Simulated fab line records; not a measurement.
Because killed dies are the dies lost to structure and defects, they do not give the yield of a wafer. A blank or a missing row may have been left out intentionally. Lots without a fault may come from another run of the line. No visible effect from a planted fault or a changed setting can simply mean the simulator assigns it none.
fab line records | flow gf180mcu
record: lots: 6 wafers: 18 lastDay: 34
route steps=602 shown HV_LDD@190
lots untouched by any fault: they come from a run of this same line in which no faults occurred
startH: hours from the record's first day to the start of the lot's first wafer shown | waitH: how many hours have passed since the lot's step before this one | " identical to the entry in the row above | L1.1+2: several wafers, shown together as one row | - no value, or no start given | * or withheld: withheld | < > ~ a bound
route shown NAME@n: a module of which the file shows steps, and the number in the route of the first | usual: mean/standard deviation taken from wafers without a fault | same: alike in all rows | chamber/n: place in a boat | sites: the reading at each site | _std_site: the standard deviation of these | _edge_site: the outer-site mean with the inner-site mean subtracted | radiusMm: for every site, how far away it sits from the centre of the wafer | mask NAME#n: copy n | behind: tool/chamber where the wafer was last shaped | hold: what put the lot on hold/how long, in hours/how the hold closed | device: transistor that didn't switch, given as n, p or np | end of line: tests of these same wafers at the route's end | a step given without rows: its recipe and nothing more | killed: count of dies lost to structure and defects at first sort (not the wafer's yield) | map: the dies of a wafer, with x for killed, . for not killed, _ for no die there
set.NAME: the setting that was run; set.NAME@STEP: the one run at that earlier step | model.NAME: the simulator's own value behind a step, which no gauge read
lots seen at some steps along the route; tables by step, rows by wafer
services: the hour from which a tool's chamber was out of use, counted from the record's first day as startH (under 0 if before that day), plus the number of hours and why
== steps ==
step: GF_HV_LDD_COAT_14
recipe: resist: NOVOLAK spinRpm: 3000 resistThkNm: 1000
step: GF_HV_LDD_SOFTBAKE_15
recipe: tempC: 90 timeS: 60 resist: NOVOLAK
step: GF_HV_LDD_EXPOSE_16
recipe: maskId: Pplus_LV_AREA targetCdNm: 400 na: 0.6 sourceShape: conventional sigmaOuter: 0.6 doseMj: 140
step: GF_HV_LDD_PEB_17
recipe: tempC: withheld timeS: * resist: NOVOLAK
step: GF_HV_LDD_DEVELOP_18
recipe: developTimeS: 60 devTempC: 23
step: GF_HV_LDD_CD_MEAS_19
recipe: targetCdNm: 400
usual: cdNm: 399.2/2.3
columns lot.wafer tool chamber startH waitH cdNm
L814.2 cdSem-02 - 274.87 0.1 397.6
L814.5 " - " " 397.7
L814.6 " - " " 395.7
L818.2 cdSem-02 - 300.41 0.1 400.5
L818.4 " - " " 401.8
L818.5 " - " " 397.3
L819.3 cdSem-02 - 313.07 0.1 397.4
L819.4 " - " " 398.5
L819.6 " - " " 397.8
L820.2 cdSem-01 - 326.15 0.1 399.2
L820.3 " - " " 401.9
L820.6 " - " " 400.8
L830.1 cdSem-01 - 395.50 0.1 398.1
L830.3 " - " " 398.4
L830.4 " - " " 397.9
L831.4 cdSem-02 - 405.64 0.1 403.3
L831.5 " - " " 400.1
L831.6 " - " " 400.9
step: GF_HV_LDD_OVL_MEAS_20
usual: HV_LDD_01_OVL: -0.9/1.6
columns lot.wafer tool chamber startH waitH HV_LDD_01_OVL[nm]
L814.2 overlay-01 - 274.98 0.1 -1.7
L814.5 " - " " -1.5
L814.6 " - " " -1.8
L818.2 overlay-02 - 300.52 0.1 -2.6
L818.4 " - " " -1.5
L818.5 " - " " -1.6
L819.3 overlay-01 - 313.17 0.1 0.2
L819.4 " - " " -0.6
L819.6 " - " " -2.5
L820.2 overlay-02 - 326.26 0.1 -1.7
L820.3 " - " " -2.6
L820.6 " - " " -0.8
L830.1 overlay-02 - 395.62 0.1 -0.5
L830.3 " - " " -1.9
L830.4 " - " " -2.2
L831.4 overlay-01 - 405.72 0.1 2.4
L831.5 " - " " 1.6
L831.6 " - " " 0.0
step: GF_HV_LDD_IMPLANT_21
recipe: species: BF2 energyKev: 25 doseCm2: 5e+13 tiltDeg: 7
step: GF_HV_LDD_STRIP_22
recipe: chemistry: O2/N2 powerW: 1400 pressureMtorr: 1500 platenTempC: 250 o2FlowSccm: 3000 n2FlowSccm: 300 overashFraction: 0.5
usual: chamberPressureMTorr: 1500.1/1.4 drypumpMotorCurrentA: 5.5/0.32 heaterPowerW: 327/14 oesProductAu: 0.716/0.0045 stripTimeToEndpointS: 12.63/0.033
columns lot.wafer tool chamber startH waitH chamberPressureMTorr drypumpMotorCurrentA heaterPowerW oesProductAu rfHoursCounterH stripTimeToEndpointS
L814.2 plasmaAsher-04 0 275.16 0.1 1501.8 5.6 331 0.715 16 12.61
L814.5 " 1 " " 1497.9 5.4 356 0.710 - 12.59
L814.6 " 0 " " 1500.9 5.7 331 0.719 - 12.64
L818.2 plasmaAsher-01 0 300.70 0.1 1500.2 5.7 310 0.719 52 12.63
L818.4 " 0 " " 1501.0 5.7 315 0.724 - 12.61
L818.5 " 1 " " 1500.5 5.1 342 0.722 - 12.67
L819.3 plasmaAsher-03 0 313.37 0.1 1502.1 5.2 322 0.714 - 12.70
L819.4 " 1 " " 1499.5 6.0 312 0.711 - 12.68
L819.6 " 0 " " 1500.1 5.2 324 0.713 - 12.68
L820.2 plasmaAsher-04 0 326.44 0.1 1497.6 5.7 329 0.709 21 12.63
L820.3 " 0 " " 1502.8 5.7 335 0.715 - 12.64
L820.6 " 0 " " 1503.4 5.7 331 0.710 - 12.64
L830.1 plasmaAsher-01 0 395.81 0.1 1500.2 5.7 312 0.718 63 12.69
L830.3 " 1 " " 1500.8 5.1 335 0.717 - 12.69
L830.4 " 0 " " 1500.4 5.7 326 0.725 - 12.66
L831.4 plasmaAsher-01 0 405.92 0.1 1500.2 5.7 319 0.719 - 12.65
L831.5 " 1 " " 1500.3 5.1 330 0.716 - 12.65
L831.6 " 0 " " 1499.5 5.7 320 0.725 - 12.63
step: GF_HV_LDD_TW_MEAS_23
usual: HV_LDD_2_TW: 1050/6.9
columns lot.wafer tool chamber startH waitH HV_LDD_2_TW
L814.2 filmMetro-01 - 275.28 0.1 1046
L814.5 " - " " 1049
L814.6 " - " " 1040
L818.2 filmMetro-01 - 300.81 0.1 1037
L818.4 " - " " 1046
L818.5 " - " " 1042
L819.3 filmMetro-02 - 313.46 0.1 1050
L819.4 " - " " 1048
L819.6 " - " " 1048
L820.2 filmMetro-04 - 326.56 0.1 1060
L820.3 " - " " 1048
L820.6 " - " " 1055
L830.1 filmMetro-01 - 395.91 0.1 1045
L830.3 " - " " 1044
L830.4 " - " " 1045
L831.4 filmMetro-04 - 406.02 0.1 1060
L831.5 " - " " 1061
L831.6 " - " " 1058
step: GF_HV_LDD_DEHYDRATE_24
recipe: tempC: 200 timeS: 60
step: GF_HV_LDD_HMDS_25
recipe: primeTimeS: 60 primeTempC: 120
step: GF_HV_LDD_COAT_26
recipe: resist: NOVOLAK spinRpm: 3000 resistThkNm: 1000
columns lot.wafer tool chamber startH waitH model.NOVOLAK_of_HV_LDD_COAT_26.thkNm
L814.2 lithoTrack-04 0 283.96 0.1 995
L814.5 " 0 " " 995.3
L814.6 " 0 " " 998.3
L818.2 lithoTrack-02 0 310.57 0.1 938.7
L818.4 " 0 " " 938.2
L818.5 " 0 " " 940.7
L819.3+6 lithoTrack-02 0 323.69 0.1 942.2
L819.4 " 0 " " 945
L820.2 lithoTrack-04 0 336.71 0.1 996.2
L820.3+6 " 0 " " 998.1
L830.1 lithoTrack-02 0 406.94 0.1 997.4
L830.3 " 0 " " 995.8
L830.4 " 0 " " 996.7
L831.4 lithoTrack-02 0 417.87 0.1 995.8
L831.5 " 0 " " 994.1
L831.6 " 0 " " 998.6
step: GF_HV_LDD_SOFTBAKE_27
recipe: tempC: 90 timeS: 60 resist: NOVOLAK
step: GF_HV_LDD_EXPOSE_28
recipe: maskId: Nplus_HV_AREA targetCdNm: 400 na: 0.6 sourceShape: conventional sigmaOuter: 0.6 doseMj: 140
step: GF_HV_LDD_PEB_29
recipe: tempC: withheld timeS: * resist: NOVOLAK
step: GF_HV_LDD_DEVELOP_30
recipe: developTimeS: 60 devTempC: 23
columns lot.wafer tool chamber startH waitH model.NOVOLAK_of_HV_LDD_COAT_26.thkNm
L814.2 lithoTrack-04 0 293.61 0.1 994.6
L814.5 " 0 " " 994.9
L814.6 " 0 " " 997.9
L818.2 lithoTrack-04 0 320.91 0.1 938.3
L818.4 " 0 " " 937.7
L818.5 " 0 " " 940.2
L819.3 lithoTrack-02 0 334.24 0.1 941.8
L819.4 " 0 " " 944.6
L819.6 " 0 " " 941.7
L820.2 lithoTrack-04 0 347.71 0.1 995.8
L820.3+6 " 0 " " 997.7
L830.1 lithoTrack-04 0 418.63 0.1 997
L830.3 " 0 " " 995.4
L830.4 " 0 " " 996.3
L831.4 lithoTrack-02 0 430.82 0.1 995.4
L831.5 " 0 " " 993.7
L831.6 " 0 " " 998.2
step: GF_HV_LDD_CD_MEAS_31
recipe: targetCdNm: 400
usual: cdNm: 399.7/2
columns lot.wafer tool chamber startH waitH cdNm
L814.2 cdSem-01 - 293.76 0.1 402.1
L814.5 " - " " 400.0
L814.6 " - " " 399.2
L818.2 cdSem-02 - 321.05 0.1 407.2
L818.4 " - " " 406.9
L818.5 " - " " 405.7
L819.3 cdSem-02 - 334.38 0.1 405.3
L819.4 " - " " 406.5
L819.6 " - " " 407.3
L820.2 cdSem-01 - 347.85 0.1 400.2
L820.3 " - " " 398.5
L820.6 " - " " 398.5
L830.1 cdSem-01 - 418.78 0.1 399.9
L830.3 " - " " 399.8
L830.4 " - " " 398.2
L831.4 cdSem-02 - 430.95 0.1 400.7
L831.5 " - " " 400.2
L831.6 " - " " 400.0
step: GF_HV_LDD_OVL_MEAS_32
usual: HV_LDD_02_OVL: 0.2/1.2
columns lot.wafer tool chamber startH waitH HV_LDD_02_OVL[nm]
L814.2 overlay-01 - 293.86 0.1 0.5
L814.5 " - " " 0.5
L814.6 " - " " -0.8
L818.2 overlay-02 - 321.16 0.1 -1.3
L818.4 " - " " -2.0
L818.5 " - " " -1.6
L819.3 overlay-02 - 334.48 0.1 -1.2
L819.4 " - " " -0.4
L819.6 " - " " -0.2
L820.2 overlay-02 - 347.96 0.1 -0.9
L820.3 " - " " -1.5
L820.6 " - " " -1.7
L830.1 overlay-02 - 418.90 0.1 -0.7
L830.3 " - " " -1.0
L830.4 " - " " -2.0
L831.4 overlay-02 - 431.03 0.1 -0.1
L831.5 " - " " -0.8
L831.6 " - " " -1.9
step: GF_HV_LDD_IMPLANT_33
recipe: species: P energyKev: 60 doseCm2: 7.5e+12 tiltDeg: 30 rotationDeg: 0
step: GF_HV_LDD_IMPLANT_34
recipe: species: P energyKev: 60 doseCm2: 7.5e+12 tiltDeg: 30 rotationDeg: 90
step: GF_HV_LDD_IMPLANT_35
recipe: species: P energyKev: 60 doseCm2: 7.5e+12 tiltDeg: 30 rotationDeg: 180
step: GF_HV_LDD_IMPLANT_36
recipe: species: P energyKev: 60 doseCm2: 7.5e+12 tiltDeg: 30 rotationDeg: 270
step: GF_HV_LDD_STRIP_37
recipe: chemistry: O2/N2 powerW: 1400 pressureMtorr: 1500 platenTempC: 250 o2FlowSccm: 3000 n2FlowSccm: 300 overashFraction: 0.5
usual: chamberPressureMTorr: 1500.0/1.5 drypumpMotorCurrentA: 5.48/0.29 heaterPowerW: 330/15 oesProductAu: 0.716/0.0044 stripTimeToEndpointS: 12.63/0.036
columns lot.wafer tool chamber startH waitH chamberPressureMTorr drypumpMotorCurrentA heaterPowerW oesProductAu rfHoursCounterH stripTimeToEndpointS
L814.2 plasmaAsher-04 0 294.49 0.1 1501.9 5.69 329 0.714 18 12.57
L814.5 " 1 " " 1498.6 5.37 353 0.717 - 12.57
L814.6 " 0 " " 1501.0 5.71 324 0.717 - 12.61
L818.2 plasmaAsher-01 0 321.79 0.1 1501.1 5.70 317 0.716 54 11.92
L818.4 " 0 " " 1502.3 5.70 312 0.710 - 11.91
L818.5 " 0 " " 1498.2 5.68 301 0.715 - 11.94
L819.3 plasmaAsher-04 0 335.13 0.1 1499.5 5.61 333 0.712 - 11.97
L819.4 " 1 " " 1496.4 5.38 354 0.712 - 11.99
L819.6 " 0 " " 1502.2 5.62 327 0.717 - 11.96
L820.2 plasmaAsher-03 1 348.59 0.1 1500.0 5.94 307 0.714 68 12.58
L820.3 " 0 " " 1501.5 5.21 326 0.718 - 12.61
L820.6 " 0 " " 1501.6 5.26 322 0.709 - 12.61
L830.1 plasmaAsher-01 0 419.54 0.1 1497.3 5.70 309 0.717 65 12.61
L830.3 " 0 " " 1500.6 5.72 308 0.722 - 12.56
L830.4 " 1 " " 1500.7 5.08 331 0.709 - 12.59
L831.4 plasmaAsher-01 1 431.68 0.1 1499.8 5.07 341 0.718 - 12.59
L831.5 " 1 " " 1500.3 5.09 337 0.720 - 12.56
L831.6 " 0 " " 1501.7 5.70 311 0.720 - 12.61
step: GF_HV_LDD_TW_MEAS_38
usual: HV_LDD_3_TW: 1431/10
columns lot.wafer tool chamber startH waitH HV_LDD_3_TW
L814.2 filmMetro-04 - 294.60 0.1 1446
L814.5 " - " " 1443
L814.6 " - " " 1444
L818.2 filmMetro-04 - 321.90 0.1 1442
L818.4 " - " " 1436
L818.5 " - " " 1439
L819.3 filmMetro-04 - 335.22 0.1 1440
L819.4 " - " " 1442
L819.6 " - " " 1438
L820.2 filmMetro-01 - 348.70 0.1 1421
L820.3 " - " " 1427
L820.6 " - " " 1421
L830.1 filmMetro-04 - 419.64 0.1 1448
L830.3 " - " " 1440
L830.4 " - " " 1441
L831.4 filmMetro-02 - 431.84 0.1 1431
L831.5 " - " " 1431
L831.6 " - " " 1430
== services ==
columns tool chamber startH hours kind
plasmaAsher-04 - 316.80 2.0 repair
plasmaAsher-04 - 340.27 12.8 repair
plasmaAsher-03 - 396.89 0.3 repair
plasmaAsher-01 - 407.81 2.9 repair
plasmaAsher-03 - 421.67 2.8 pm
plasmaAsher-04 - 428.91 0.6 repair
== key ==
firstSign: step: GF_HV_LDD_CD_MEAS_31 reading: cdNm direction: up sigmas: 3.5 usual: 399.7 struck: 406.5
effect: step: GF_HV_LDD_STRIP_37 reading: stripTimeToEndpointS direction: down sigmas: 19 usual: * struck: *
modelEffect: step: GF_HV_LDD_COAT_26 value: NOVOLAK_of_HV_LDD_COAT_26.thkNm without: 1001 struck: 941.1
modelEffect: step: GF_HV_LDD_DEVELOP_30 value: NOVOLAK_of_HV_LDD_COAT_26.thkNm without: 1001 struck: 940.7
metAt GF_HV_LDD_COAT_26
struckWafers L818.2,L818.4,L818.5,L819.3,L819.4,L819.6
rowsEnd L818.2,L818.4,L818.5,L819.3,L819.4,L819.6
fault: kind: processParameterDrift tool: lithoTrack-02 chamber: - onsetH: 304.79 steps: GF_HV_LDD_COAT_26 channel: resistThkNm offset: * shape: step endH: 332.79 actsIn: * stated: *
rowsEnd: these wafers met a further fault down the route, and their rows from its step on are left out
